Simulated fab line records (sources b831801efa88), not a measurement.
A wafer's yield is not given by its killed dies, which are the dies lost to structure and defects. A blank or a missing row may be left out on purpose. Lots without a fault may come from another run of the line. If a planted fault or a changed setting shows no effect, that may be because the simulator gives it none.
2 desks looking at one fault    flow sfqLine    numbers are kept per desk, each desk with only its own; the story behind them comes last

== FOR THE TOOL OWNER'S DESK: rieMetal-03 ==
The tool's own readings at SFQ_TRILAYER_M0_BARC_OPEN_METAL_ETCH_031 (etches BARC in O2, target depth 125 nm, time 41.7 s): means of the sampled wafers that have a number, for each lot that ran on this tool. Any lot whose mean is over 4 standard deviations away from the usual mean is out of limits and marked OUT; that distance is given in the brackets.
Columns: A = drypumpMotorCurrentA at SFQ_TRILAYER_M0_BARC_OPEN_METAL_ETCH_031, usual 5.9 A; B = oesProductAu at SFQ_TRILAYER_M0_BARC_OPEN_METAL_ETCH_031, usual 0.685 a.u.; C = runLengthS at SFQ_TRILAYER_M0_BARC_OPEN_METAL_ETCH_031, usual 70.1 s
lot   first seen here  A    B                C
L108  day 13 07:28     5.8  0.687            70.1
L112  day 13 12:17     5.5  0.626 (-14) OUT  79.2 (+30) OUT
Finding of this desk: L112 out of limits; the first was L112 at day 13 12:17, on oesProductAu at SFQ_TRILAYER_M0_BARC_OPEN_METAL_ETCH_031. L108: within limits.

== FROM THE METROLOGY DESK ==
Means of the sampled wafers that have a number, per lot and without regard to the tool the lot ran on: this is what the gauges read. Any lot whose mean is over 4 standard deviations away from the usual mean is out of limits and marked OUT; that distance is given in the brackets.
Columns: A = M0_NB_RS at SFQ_M0_RS_MEAS_904, usual 0.884 ohm/sq; B = M0_OVL at SFQ_M0_OVL_MEAS_906, usual 0 nm
lot   first seen here  A      B
L107  day 9 05:32      0.876  7
L108  day 9 10:20      0.885  5
L112  day 10 19:07     0.889  -5
L117  day 12 10:50     0.882  3
L125  day 14 17:57     0.890  1
This desk's finding: nothing out of limits on any of the 5 lots.

== TAKEN TOGETHER ==
The tool owner's desk had the chance to raise an alarm at day 13 12:17 on L112.
From the metrology desk's view, nothing was out of limits.
The metrology desk has L112 on record, within its limits.
On rieMetal-03, each named lot ran SFQ_TRILAYER_M0_BARC_OPEN_METAL_ETCH_031.

== WHAT THE SIMULATOR HAD INSERTED ==
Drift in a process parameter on rieMetal-03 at SFQ_TRILAYER_M0_BARC_OPEN_METAL_ETCH_031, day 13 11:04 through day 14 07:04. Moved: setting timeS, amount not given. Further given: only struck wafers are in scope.
Lots struck among those shown: L112.
Each desk's first reading out of limits, in hours after the fault started: the tool owner's desk, 1.
